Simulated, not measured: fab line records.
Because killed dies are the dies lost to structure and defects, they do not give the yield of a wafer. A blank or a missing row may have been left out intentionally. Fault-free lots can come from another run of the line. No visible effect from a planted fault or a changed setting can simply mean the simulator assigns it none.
fab line records    flow gf180mcu
[record] lots = 5  wafers = 23
route steps=602 shown VT_IMPLANT@121 DUAL_GATE@143 POLY_GATE@170 HV_LDD@182
start-h: start of the lot's first displayed wafer, in hours after the record's first day    wait-h: how many hours have passed since the lot's step before this one    " as in the row above    L1.1+2: one row covering several wafers at once    - no value, or no start given    * or withheld: withheld    < > ~ a bound
route shown NAME@n: NAME is a module with steps in the file, n the number in the route of the first one    usual: mean/standard deviation of fault-free wafers    same: alike in all rows    chamber/n: place in a boat    sites: per-site readings    _std_site: the standard deviation of these    _edge_site: mean of outer sites minus mean of inner sites    radius-mm: how far each site lies from the wafer's centre    mask NAME#n: copy n    behind: the last tool/chamber to shape the wafer    hold: reason for holding the lot/hours on hold/outcome of the hold    device: the transistor (n, p or np) that didn't switch    end of line: tests of these same wafers at the route's end    step lacking rows: just its recipe    killed: count of dies lost to structure and defects at first sort (not the wafer's yield)    map: a wafer's dies, marking killed ones x, the rest . and places with no die _
set.NAME: setting as actually run; set.NAME@STEP: the setting as run at that earlier step    model.NAME: the simulator's own value behind a step, which no gauge read
lots run with intentionally changed settings; tables by step, rows by wafer
[[steps]]
[step GF_VT_IMPLANT_STRIP_31]
[recipe] chemistry = O2/N2  power-w = 1400  pressure-mtorr = 1500  platen-temp-c = 250  o2-flow-sccm = 3000  n2-flow-sccm = 300  overash-fraction = 0.5
[usual] oes-product-au = 0.716/0.0042  strip-time-to-endpoint-s = 12.633/0.028
lot.wafer  tool             chamber  start-h  wait-h  set.pressure-mtorr  oes-product-au  strip-time-to-endpoint-s
L074.1     plasma-asher-04  0        139.92   0.1     1301                0.695           13.135
L074.2     "                1        "        "       1301                0.695           13.177
L074.3     "                0        "        "       1301                0.691           13.194
L074.4     "                1        "        "       1301                0.692           13.175
L074.6     "                0        "        "       1301                0.691           13.183
L076.1     plasma-asher-04  1        157.42   0.1     1372                0.702           13.011
L076.2     "                0        "        "       1372                0.703           13.029
L076.4     "                0        "        "       1372                0.704           13.003
L076.5     "                1        "        "       1372                0.701           13.019
L076.6     "                0        "        "       1372                0.701           13.013
L077.1     plasma-asher-02  1        159.80   0.1     1500                0.706           12.619
L077.5     "                1        "        "       1500                0.714           12.626
L077.6     "                0        "        "       1500                0.712           12.668
L078.1     plasma-asher-03  1        166.92   0.1     1500                0.720           12.579
L078.2     "                0        "        "       1500                0.711           12.646
L078.4     "                1        "        "       1500                0.707           12.646
L078.5     "                0        "        "       1500                0.716           12.636
L078.6     "                1        "        "       1500                0.717           12.630
L080.2     plasma-asher-04  1        181.07   0.1     1391                0.703           12.909
L080.3     "                0        "        "       1391                0.707           12.963
L080.4     "                1        "        "       1391                0.706           12.970
L080.5     "                0        "        "       1391                0.708           12.925
L080.6     "                1        "        "       1391                0.705           12.935
[step GF_VT_IMPLANT_TW_MEAS_32]
[usual] VT_IMPLANT_3_TW = 270.0/1.6
lot.wafer  tool           chamber  start-h  wait-h  set.energy-kev@VT_IMPLANT_IMPLANT_30  VT_IMPLANT_3_TW
L074.1     film-metro-01  -        140.02   0.1     25                                    270.7
L074.2     "              -        "        "       25                                    270.4
L074.3     "              -        "        "       25                                    271.3
L074.4     "              -        "        "       25                                    270.6
L074.6     "              -        "        "       25                                    269.6
L076.1     film-metro-04  -        157.52   0.1     25                                    271.3
L076.2     "              -        "        "       25                                    272.5
L076.4     "              -        "        "       23.74                                 268.2
L076.5     "              -        "        "       23.74                                 269.9
L076.6     "              -        "        "       23.74                                 269.2
L077.1     film-metro-04  -        159.90   0.1     25                                    271.4
L077.5     "              -        "        "       25                                    271.4
L077.6     "              -        "        "       25                                    270.5
L078.1     film-metro-01  -        167.02   0.1     25                                    268.4
L078.2     "              -        "        "       25                                    270.3
L078.4     "              -        "        "       25                                    269.3
L078.5     "              -        "        "       23.85                                 267.4
L078.6     "              -        "        "       23.85                                 267.8
L080.2     film-metro-04  -        181.18   0.1     26.9                                  273.4
L080.3     "              -        "        "       25                                    269.2
L080.4     "              -        "        "       26.9                                  273.9
L080.5     "              -        "        "       25                                    270.5
L080.6     "              -        "        "       25                                    270.9
[step GF_DUAL_GATE_OXIDATION_02]
[recipe] temp-c = 900  ambient = O2  stabilise-s = 600  purge-s = 300  target-thk-a = 108.87  ox-time-s = 1602
lot.wafer  tool        chamber  start-h  wait-h  set.ox-time-s  model.SiO2_of_DUAL_GATE_OXIDATION_02.thk-nm
L074.1     -           -        -        0.0     1842           11.73
L074.2     "           -        "        "       1842           11.87
L074.3     "           -        "        "       1842           11.81
L074.4     "           -        "        "       1842           11.85
L074.6     "           -        "        "       1842           11.67
L076.1     -           -        -        0.0     1480           9.937
L076.2     "           -        "        "       1480           9.959
L076.4     "           -        "        "       1480           9.906
L076.5     "           -        "        "       1480           10.01
L076.6     "           -        "        "       1480           10.08
L077.1     furnace-02  0        177.35   0.4     1602           10.84
L077.5     "           0        "        "       1602           10.57
L077.6     "           0        "        "       1602           10.78
L078.1     -           -        -        0.1     1723           11.44
L078.2     "           -        "        "       1723           11.41
L078.4     "           -        "        "       1723           11.33
L078.5     "           -        "        "       1723           11.43
L078.6     "           -        "        "       1723           11.46
L080.2     -           -        -        0.0     1752           11.5
L080.3     "           -        "        "       1752           11.38
L080.4     "           -        "        "       1752           11.31
L080.5     "           -        "        "       1752           11.48
L080.6     "           -        "        "       1752           11.19
[step GF_DUAL_GATE_THK_MEAS_03]
[recipe] reads = SiO2_of_DUAL_GATE_OXIDATION_02
[usual] DUAL_GATE_OXIDATION_00_THK = 10.81/0.22
lot.wafer  tool           chamber  start-h  wait-h  set.ox-time-s@DUAL_GATE_OXIDATION_02  DUAL_GATE_OXIDATION_00_THK[nm]
L074.1     film-metro-04  -        -        -       1842                                  11.72
L074.2     "              -        "        "       1842                                  11.90
L074.3     "              -        "        "       1842                                  11.86
L074.4     "              -        "        "       1842                                  11.84
L074.6     "              -        "        "       1842                                  11.72
L076.1     film-metro-02  -        -        -       1480                                  9.95
L076.2     "              -        "        "       1480                                  9.99
L076.4     "              -        "        "       1480                                  9.86
L076.5     "              -        "        "       1480                                  10.02
L076.6     "              -        "        "       1480                                  10.06
L077.1     film-metro-02  -        178.79   0.0     1602                                  10.86
L077.5     "              -        "        "       1602                                  10.57
L077.6     "              -        "        "       1602                                  10.76
L078.1     film-metro-03  -        -        -       1723                                  11.49
L078.2     "              -        "        "       1723                                  11.35
L078.4     "              -        "        "       1723                                  11.29
L078.5     "              -        "        "       1723                                  11.45
L078.6     "              -        "        "       1723                                  11.50
L080.2     film-metro-04  -        -        -       1752                                  11.48
L080.3     "              -        "        "       1752                                  11.33
L080.4     "              -        "        "       1752                                  11.30
L080.5     "              -        "        "       1752                                  11.48
L080.6     "              -        "        "       1752                                  11.23
[step GF_DUAL_GATE_COAT_06]
[recipe] resist = NOVOLAK  spin-rpm = 3000  resist-thk-nm = 1000
lot.wafer  tool            chamber  start-h  wait-h  set.resist-thk-nm  model.NOVOLAK_of_DUAL_GATE_COAT_06.thk-nm
L074.1     litho-track-02  0        165.53   0.1     1036               1039
L074.2     "               0        "        "       1000               999.6
L074.3     "               0        "        "       1000               1002
L074.4     "               0        "        "       1036               1036
L074.6     "               0        "        "       1036               1034
L076.1     litho-track-04  0        183.42   0.1     1052               1055
L076.2     "               0        "        "       1000               1006
L076.4     "               0        "        "       1000               1005
L076.5     "               0        "        "       1052               1059
L076.6     "               0        "        "       1052               1058
L077.1     litho-track-01  0        186.53   0.1     1000               1002
L077.5     "               0        "        "       1000               1006
L077.6     "               0        "        "       1000               1004
L078.1     litho-track-04  0        194.62   0.1     1000               1005
L078.2     "               0        "        "       1000               1001
L078.4+6   "               0        "        "       1000               1003
L078.5     "               0        "        "       1000               1002
L080.2     litho-track-01  0        209.30   0.1     1000               998.9
L080.3     "               0        "        "       962.3              961.7
L080.4     "               0        "        "       1000               998.7
L080.5     "               0        "        "       1000               998.8
L080.6     "               0        "        "       962.3              964.2
[step GF_DUAL_GATE_SOFTBAKE_07]
[recipe] temp-c = 90  time-s = 60  resist = NOVOLAK
[step GF_DUAL_GATE_EXPOSE_08]
[recipe] mask-id = Dualgate  target-cd-nm = 700  na = 0.6  source-shape = conventional  sigma-outer = 0.6  dose-mj = 140
[step GF_DUAL_GATE_WET_ETCH_12]
[recipe] chemistry = dHF  target-depth-nm = 13  dry = n2-spin  target = SiO2  temp-c = 25  dilution = 100:1  time-s = 260
[step GF_DUAL_GATE_STRIP_13]
[recipe] chemistry = O2/N2  power-w = 1400  pressure-mtorr = 1500  platen-temp-c = 250  o2-flow-sccm = 3000  n2-flow-sccm = 300  overash-fraction = 0.5
[usual] strip-time-to-endpoint-s = 12.63/0.045
lot.wafer  tool             chamber  start-h  wait-h  set.resist-thk-nm@DUAL_GATE_COAT_06  strip-time-to-endpoint-s
L074.1     plasma-asher-04  1        173.63   0.0     1036                                 13.02
L074.2     "                0        "        "       1000                                 12.64
L074.3     "                0        "        "       1000                                 12.65
L074.4     "                1        "        "       1036                                 12.97
L074.6     "                1        "        "       1036                                 12.97
L076.1     plasma-asher-02  0        192.30   0.0     1052                                 13.18
L076.2     "                1        "        "       1000                                 12.71
L076.4     "                1        "        "       1000                                 12.69
L076.5     "                0        "        "       1052                                 13.22
L076.6     "                1        "        "       1052                                 13.20
L077.1     plasma-asher-02  1        195.59   0.0     1000                                 12.65
L077.5     "                0        "        "       1000                                 12.68
L077.6     "                1        "        "       1000                                 12.69
L078.1     plasma-asher-01  1        203.05   0.0     1000                                 12.68
L078.2     "                0        "        "       1000                                 12.65
L078.4     "                0        "        "       1000                                 12.65
L078.5     "                0        "        "       1000                                 12.65
L078.6     "                1        "        "       1000                                 12.65
L080.2     plasma-asher-01  0        217.96   0.0     1000                                 12.63
L080.3     "                0        "        "       962.3                                12.19
L080.4     "                1        "        "       1000                                 12.60
L080.5     "                0        "        "       1000                                 12.61
L080.6     "                1        "        "       962.3                                12.21
[step GF_DUAL_GATE_OXIDATION_15]
[recipe] temp-c = 850  ambient = O2  stabilise-s = 600  purge-s = 300  target-thk-a = 70.98  ox-time-s = 1995
lot.wafer  tool        chamber  start-h  wait-h  set.temp-c  set.ox-time-s@DUAL_GATE_OXIDATION_02  model.SiO2_of_DUAL_GATE_OXIDATION_02.thk-nm
L074.1     -           -        -        0.0     850         1842                                  15.18
L074.2     "           -        "        "       850         1842                                  15.3
L074.3     "           -        "        "       850         1842                                  15.28
L074.4     "           -        "        "       850         1842                                  15.31
L074.6     "           -        "        "       850         1842                                  15.17
L076.1     -           -        -        0.2     850         1480                                  13.59
L076.2     "           -        "        "       850         1480                                  13.57
L076.4     "           -        "        "       850         1480                                  13.67
L076.5     "           -        "        "       850         1480                                  13.74
L076.6     "           -        "        "       850         1480                                  13.68
L077.1     furnace-01  0        196.03   0.3     850         1602                                  14.5
L077.5     "           0        "        "       850         1602                                  14.23
L077.6     "           0        "        "       850         1602                                  14.47
L078.1     -           -        -        0.0     850         1723                                  14.82
L078.2     "           -        "        "       850         1723                                  14.8
L078.4     "           -        "        "       850         1723                                  14.77
L078.5     "           -        "        "       850         1723                                  14.83
L078.6     "           -        "        "       850         1723                                  14.89
L080.2     -           -        -        0.0     845.5       1752                                  14.77
L080.3     "           -        "        "       845.5       1752                                  14.67
L080.4     "           -        "        "       845.5       1752                                  14.56
L080.5     "           -        "        "       845.5       1752                                  14.72
L080.6     "           -        "        "       845.5       1752                                  14.55
[step GF_POLY_GATE_ETCH_13]
[recipe] target = poly-Si  target-depth-nm = 198.5  stop-on = SiO2  over-etch-frac = 0.403  chemistry = HBr/Cl2  icp-w = 400  bias-w = 100  pressure-mtorr = 10  HBr_flow_sccm = 150  Cl2_flow_sccm = 50  time-s = 69.6
lot.wafer  tool       chamber  start-h  wait-h  set.icp-w  set.ox-time-s@DUAL_GATE_OXIDATION_02  model.SiO2_of_DUAL_GATE_OXIDATION_02.thk-nm
L074.1     rie-si-02  0        193.07   -       400        1842                                  15.18
L074.2     "          3        "        "       400        1842                                  15.3
L074.3     "          2        "        "       400        1842                                  15.28
L074.4     "          1        "        "       400        1842                                  15.31
L074.6     "          3        "        "       400        1842                                  15.17
L076.1     rie-si-02  1        213.09   -       400        1480                                  13.59
L076.2     "          0        "        "       441.3      1480                                  13.41
L076.4     "          2        "        "       441.3      1480                                  13.51
L076.5     "          1        "        "       441.3      1480                                  13.58
L076.6     "          2        "        "       400        1480                                  13.68
L077.1     rie-si-02  0        216.62   -       400        1602                                  14.5
L077.5     "          2        "        "       400        1602                                  14.23
L077.6     "          1        "        "       400        1602                                  14.47
L078.1     rie-si-02  3        223.82   -       419.4      1723                                  14.74
L078.2     "          2        "        "       419.4      1723                                  14.73
L078.4     "          0        "        "       400        1723                                  14.77
L078.5     "          1        "        "       419.4      1723                                  14.76
L078.6     "          2        "        "       400        1723                                  14.89
L080.2     rie-si-01  2        239.48   -       400        1752                                  14.77
L080.3     "          0        "        "       400        1752                                  14.67
L080.4     "          3        "        "       400        1752                                  14.56
L080.5     "          0        "        "       400        1752                                  14.72
L080.6     "          1        "        "       400        1752                                  14.55
[step GF_HV_LDD_DEVELOP_06]
[recipe] develop-time-s = 60  dev-temp-c = 23
lot.wafer       tool            chamber  start-h  wait-h  set.dev-temp-c
L074.1+2+3+4+6  litho-track-04  0        211.67   0.1     23
L076.1+2        litho-track-04  0        232.57   0.1     23
L076.4+5+6      "               0        "        "       20.65
L077.1+5+6      litho-track-03  0        235.46   0.1     23
L078.1+4        litho-track-01  0        243.13   0.1     23
L078.2+5+6      "               0        "        "       26.43
L080.2+3+5      litho-track-04  0        260.09   0.1     23
L080.4+6        "               0        "        "       24.92
[step GF_HV_LDD_CD_MEAS_07]
[recipe] target-cd-nm = 400
[usual] cd-nm = 400.1/2.7
lot.wafer  tool       chamber  start-h  wait-h  set.dev-temp-c@HV_LDD_DEVELOP_06  cd-nm
L074.1     cd-sem-02  -        211.82   0.1     23                                397.5
L074.2     "          -        "        "       23                                397.3
L074.3     "          -        "        "       23                                393.6
L074.4     "          -        "        "       23                                397.8
L074.6     "          -        "        "       23                                397.7
L076.1     cd-sem-01  -        232.72   0.1     23                                401.8
L076.2     "          -        "        "       23                                398.8
L076.4     "          -        "        "       20.65                             408.5
L076.5     "          -        "        "       20.65                             406.3
L076.6     "          -        "        "       20.65                             409.3
L077.1     cd-sem-02  -        235.61   0.1     23                                400.4
L077.5     "          -        "        "       23                                400.5
L077.6     "          -        "        "       23                                401.5
L078.1     cd-sem-01  -        243.28   0.1     23                                396.7
L078.2     "          -        "        "       26.43                             385.0
L078.4     "          -        "        "       23                                396.6
L078.5     "          -        "        "       26.43                             383.5
L078.6     "          -        "        "       26.43                             383.5
L080.2     cd-sem-02  -        260.24   0.1     23                                396.1
L080.3     "          -        "        "       23                                398.0
L080.4     "          -        "        "       24.92                             390.2
L080.5     "          -        "        "       23                                398.3
L080.6     "          -        "        "       24.92                             391.7
[step GF_HV_LDD_IMPLANT_21]
[recipe] species = BF2  energy-kev = 25  dose-cm2 = 5e+13  tilt-deg = 7
lot.wafer   tool          chamber  start-h  wait-h  set.dose-cm2
L074.1+3+6  implanter-01  0        230.97   0.0     5.469e+13
L074.2+4    "             0        "        "       5e+13
L076.1+4+5  implanter-02  0        251.58   0.0     5e+13
L076.2+6    "             0        "        "       5.846e+13
L077.1+5+6  implanter-01  0        253.53   0.0     5e+13
L078.1+4+5  implanter-04  0        262.18   0.0     5e+13
L078.2+6    "             0        "        "       5.596e+13
L080.2+6    implanter-01  0        279.19   0.0     5e+13
L080.3+4+5  "             0        "        "       5.317e+13
[step GF_HV_LDD_STRIP_22]
[recipe] chemistry = O2/N2  power-w = 1400  pressure-mtorr = 1500  platen-temp-c = 250  o2-flow-sccm = 3000  n2-flow-sccm = 300  overash-fraction = 0.5
[step GF_HV_LDD_TW_MEAS_23]
[usual] HV_LDD_2_TW = 1054/7.2
lot.wafer  tool           chamber  start-h  wait-h  set.dose-cm2@HV_LDD_IMPLANT_21  HV_LDD_2_TW
L074.1     film-metro-03  -        231.22   0.1     5.469e+13                       1082
L074.2     "              -        "        "       5e+13                           1048
L074.3     "              -        "        "       5.469e+13                       1076
L074.4     "              -        "        "       5e+13                           1052
L074.6     "              -        "        "       5.469e+13                       1080
L076.1     film-metro-02  -        251.83   0.1     5e+13                           1055
L076.2     "              -        "        "       5.846e+13                       1105
L076.4     "              -        "        "       5e+13                           1056
L076.5     "              -        "        "       5e+13                           1056
L076.6     "              -        "        "       5.846e+13                       1111
L077.1     film-metro-01  -        253.78   0.1     5e+13                           1067
L077.5     "              -        "        "       5e+13                           1061
L077.6     "              -        "        "       5e+13                           1057
L078.1     film-metro-02  -        262.43   0.1     5e+13                           1053
L078.2     "              -        "        "       5.596e+13                       1092
L078.4     "              -        "        "       5e+13                           1047
L078.5     "              -        "        "       5e+13                           1045
L078.6     "              -        "        "       5.596e+13                       1086
L080.2     film-metro-03  -        279.43   0.1     5e+13                           1044
L080.3     "              -        "        "       5.317e+13                       1067
L080.4     "              -        "        "       5.317e+13                       1062
L080.5     "              -        "        "       5.317e+13                       1061
L080.6     "              -        "        "       5e+13                           1046
[step GF_HV_LDD_EXPOSE_28]
[recipe] mask-id = Nplus_HV_AREA  target-cd-nm = 400  na = 0.6  source-shape = conventional  sigma-outer = 0.6  dose-mj = 140
lot.wafer       tool              chamber  start-h  wait-h  mask             set.dose-mj
L074.1+3        iline-stepper-02  0        -        -       Nplus_HV_AREA#0  145.1
L074.2+4+6      "                 0        "        "       Nplus_HV_AREA#0  140
L076.1+5        iline-stepper-02  0        -        -       Nplus_HV_AREA#0  140
L076.2+4+6      "                 0        "        "       Nplus_HV_AREA#0  131.1
L077.1+5+6      iline-stepper-02  0        -        -       Nplus_HV_AREA#0  140
L078.1+2+4      iline-stepper-02  0        -        -       Nplus_HV_AREA#0  140
L078.5+6        "                 0        "        "       Nplus_HV_AREA#0  137.1
L080.2+3+4+5+6  iline-stepper-01  0        -        -       Nplus_HV_AREA#0  140
[step GF_HV_LDD_PEB_29]
[recipe] temp-c = withheld  time-s = *  resist = NOVOLAK
[step GF_HV_LDD_DEVELOP_30]
[recipe] develop-time-s = 60  dev-temp-c = 23
[step GF_HV_LDD_CD_MEAS_31]
[recipe] target-cd-nm = 400
[usual] cd-nm = 399.4/2.3
lot.wafer  tool       chamber  start-h  wait-h  set.dose-mj@HV_LDD_EXPOSE_28  cd-nm
L074.1     cd-sem-01  -        249.48   0.1     145.1                         409.6
L074.2     "          -        "        "       140                           402.0
L074.3     "          -        "        "       145.1                         407.6
L074.4     "          -        "        "       140                           401.1
L074.6     "          -        "        "       140                           403.2
L076.1     cd-sem-01  -        271.01   0.1     140                           401.1
L076.2     "          -        "        "       131.1                         379.8
L076.4     "          -        "        "       131.1                         381.5
L076.5     "          -        "        "       140                           401.8
L076.6     "          -        "        "       131.1                         382.5
L077.1     cd-sem-02  -        272.87   0.1     140                           398.9
L077.5     "          -        "        "       140                           397.3
L077.6     "          -        "        "       140                           397.6
L078.1     cd-sem-02  -        281.12   0.1     140                           402.7
L078.2     "          -        "        "       140                           398.6
L078.4     "          -        "        "       140                           401.6
L078.5     "          -        "        "       137.1                         393.2
L078.6     "          -        "        "       137.1                         392.9
L080.2     cd-sem-01  -        298.79   0.1     140                           398.1
L080.3     "          -        "        "       140                           397.4
L080.4     "          -        "        "       140                           397.2
L080.5     "          -        "        "       140                           398.3
L080.6     "          -        "        "       140                           398.0
[step GF_HV_LDD_DEVELOP_45]
[recipe] develop-time-s = 60  dev-temp-c = 23
lot.wafer       tool            chamber  start-h  wait-h  set.develop-time-s
L074.1+6        litho-track-01  0        267.88   0.1     63.02
L074.2+3+4      "               0        "        "       60
L076.1+2+4+5+6  litho-track-04  0        290.37   0.1     60
L077.1+5+6      litho-track-03  0        292.31   0.1     60
L078.1+2+4+5+6  litho-track-04  0        301.12   0.1     60
L080.2+5        litho-track-03  0        319.94   0.1     60
L080.3+4+6      "               0        "        "       52.47
[step GF_HV_LDD_CD_MEAS_46]
[recipe] target-cd-nm = 400
[usual] cd-nm = 400.0/2
lot.wafer  tool       chamber  start-h  wait-h  set.develop-time-s@HV_LDD_DEVELOP_45  cd-nm
L074.1     cd-sem-02  -        268.03   0.1     63.02                                 404.6
L074.2     "          -        "        "       60                                    402.0
L074.3     "          -        "        "       60                                    401.8
L074.4     "          -        "        "       60                                    401.1
L074.6     "          -        "        "       63.02                                 408.1
L076.1     cd-sem-01  -        290.52   0.1     60                                    397.1
L076.2     "          -        "        "       60                                    398.6
L076.4     "          -        "        "       60                                    398.4
L076.5     "          -        "        "       60                                    398.1
L076.6     "          -        "        "       60                                    396.8
L077.1     cd-sem-02  -        292.46   0.1     60                                    399.0
L077.5     "          -        "        "       60                                    398.5
L077.6     "          -        "        "       60                                    398.5
L078.1     cd-sem-01  -        301.27   0.1     60                                    397.2
L078.2     "          -        "        "       60                                    398.8
L078.4     "          -        "        "       60                                    398.4
L078.5     "          -        "        "       60                                    398.4
L078.6     "          -        "        "       60                                    397.1
L080.2     cd-sem-01  -        320.08   0.1     60                                    400.5
L080.3     "          -        "        "       52.47                                 385.7
L080.4     "          -        "        "       52.47                                 384.3
L080.5     "          -        "        "       60                                    398.3
L080.6     "          -        "        "       52.47                                 386.9
[step GF_HV_LDD_CVD_54]
[recipe] material = SiO2  target-thk-nm = 10  precursor = TEOS  temp-c = 680  time-s = 75  pressure-mtorr = 400
lot.wafer  tool      chamber  start-h  wait-h  set.target-thk-nm  model.SiO2_of_HV_LDD_CVD_54.thk-nm
L074.1     -         -        -        0.1     10                 9.867
L074.2     "         -        "        "       10                 9.902
L074.3     "         -        "        "       10                 9.83
L074.4     "         -        "        "       10                 9.881
L074.6     "         -        "        "       10                 9.837
L076.1     -         -        -        0.1     9.201              9.305
L076.2     "         -        "        "       9.201              9.365
L076.4     "         -        "        "       9.201              9.3
L076.5     "         -        "        "       9.201              9.218
L076.6     "         -        "        "       9.201              9.24
L077.1     lpcvd-02  0        293.16   0.1     10                 9.949
L077.5     "         0        "        "       10                 10.09
L077.6     "         0        "        "       10                 10.04
L078.1     -         -        -        0.1     10                 9.955
L078.2     "         -        "        "       10                 10.03
L078.4     "         -        "        "       10                 9.939
L078.5     "         -        "        "       10                 10.01
L078.6     "         -        "        "       10                 10.05
L080.2     -         -        -        0.1     10.82              10.9
L080.3     "         -        "        "       10.82              10.8
L080.4     "         -        "        "       10.82              10.82
L080.5     "         -        "        "       10.82              10.75
L080.6     "         -        "        "       10.82              10.87
[step GF_HV_LDD_THK_MEAS_55]
[recipe] reads = SiO2_of_HV_LDD_CVD_54
[usual] HV_LDD_CVD_54_THK = 10.00/0.1
lot.wafer  tool           chamber  start-h  wait-h  set.target-thk-nm@HV_LDD_CVD_54  HV_LDD_CVD_54_THK[nm]
L074.1     film-metro-03  -        -        -       10                               9.89
L074.2     "              -        "        "       10                               9.90
L074.3     "              -        "        "       10                               9.83
L074.4     "              -        "        "       10                               9.89
L074.6     "              -        "        "       10                               9.82
L076.1     film-metro-03  -        -        -       9.201                            9.26
L076.2     "              -        "        "       9.201                            9.36
L076.4     "              -        "        "       9.201                            9.26
L076.5     "              -        "        "       9.201                            9.17
L076.6     "              -        "        "       9.201                            9.23
L077.1     film-metro-03  -        294.18   0.0     10                               9.92
L077.5     "              -        "        "       10                               10.10
L077.6     "              -        "        "       10                               10.04
L078.1     film-metro-02  -        -        -       10                               9.98
L078.2     "              -        "        "       10                               10.04
L078.4     "              -        "        "       10                               9.97
L078.5     "              -        "        "       10                               9.98
L078.6     "              -        "        "       10                               10.07
L080.2     film-metro-03  -        -        -       10.82                            10.87
L080.3     "              -        "        "       10.82                            10.79
L080.4     "              -        "        "       10.82                            10.80
L080.5     "              -        "        "       10.82                            10.75
L080.6     "              -        "        "       10.82                            10.89
[[key]]
[split] step = GF_VT_IMPLANT_STRIP_31  setting = pressure-mtorr  stated = 1500  by = lot
[response] step = GF_VT_IMPLANT_STRIP_31  reading = oes-product-au  change = +0.00144  per = 1%  r = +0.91
[response] step = GF_VT_IMPLANT_STRIP_31  reading = strip-time-to-endpoint-s  change = *  per = 1%  r = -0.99
[split] step = GF_DUAL_GATE_OXIDATION_02  setting = ox-time-s  stated = 1602  by = lot
[response] step = GF_DUAL_GATE_OXIDATION_02  reading = model.SiO2_of_DUAL_GATE_OXIDATION_02.thk-nm  change = +0.0806  per = 1%  r = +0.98
[response] step = GF_DUAL_GATE_THK_MEAS_03  reading = DUAL_GATE_OXIDATION_00_THK  change = +0.0813  per = 1%  r = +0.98
[response] step = GF_DUAL_GATE_OXIDATION_15  reading = model.SiO2_of_DUAL_GATE_OXIDATION_02.thk-nm  change = +0.0665  per = 1%  r = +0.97
[response] step = GF_POLY_GATE_ETCH_13  reading = model.SiO2_of_DUAL_GATE_OXIDATION_02.thk-nm  change = +0.0703  per = 1%  r = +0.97
[split] step = GF_DUAL_GATE_COAT_06  setting = resist-thk-nm  stated = 1000  by = wafer
[response] step = GF_DUAL_GATE_COAT_06  reading = model.NOVOLAK_of_DUAL_GATE_COAT_06.thk-nm  change = +9.81  per = 1%  r = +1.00
[response] step = GF_DUAL_GATE_STRIP_13  reading = strip-time-to-endpoint-s  change = *  per = 1%  r = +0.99
[split] step = GF_DUAL_GATE_OXIDATION_15  setting = temp-c  stated = 850  by = lot
response none clear
[split] step = GF_POLY_GATE_ETCH_13  setting = icp-w  stated = 400  by = wafer
response none clear
[split] step = GF_HV_LDD_DEVELOP_06  setting = dev-temp-c  stated = 23  by = wafer
[response] step = GF_HV_LDD_CD_MEAS_07  reading = cd-nm  change = -0.812  per = 1%  r = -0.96
[split] step = GF_HV_LDD_IMPLANT_21  setting = dose-cm2  stated = 5e+13  by = wafer
[response] step = GF_HV_LDD_TW_MEAS_23  reading = HV_LDD_2_TW  change = +3.18  per = 1%  r = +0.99
[split] step = GF_HV_LDD_EXPOSE_28  setting = dose-mj  stated = 140  by = wafer
[response] step = GF_HV_LDD_CD_MEAS_31  reading = cd-nm  change = +2.9  per = 1%  r = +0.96
[split] step = GF_HV_LDD_DEVELOP_45  setting = develop-time-s  stated = 60  by = wafer
[response] step = GF_HV_LDD_CD_MEAS_46  reading = cd-nm  change = +1.08  per = 1%  r = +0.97
[split] step = GF_HV_LDD_CVD_54  setting = target-thk-nm  stated = 10  by = lot
[response] step = GF_HV_LDD_CVD_54  reading = model.SiO2_of_HV_LDD_CVD_54.thk-nm  change = +0.0953  per = 1%  r = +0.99
[response] step = GF_HV_LDD_THK_MEAS_55  reading = HV_LDD_CVD_54_THK  change = +0.0968  per = 1%  r = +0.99
split outside-this-file step=GF_VT_IMPLANT_IMPLANT_30 setting=energy-kev
// split outside-this-file: this setting was split too, and the file shows its column; the key of that split is in another file
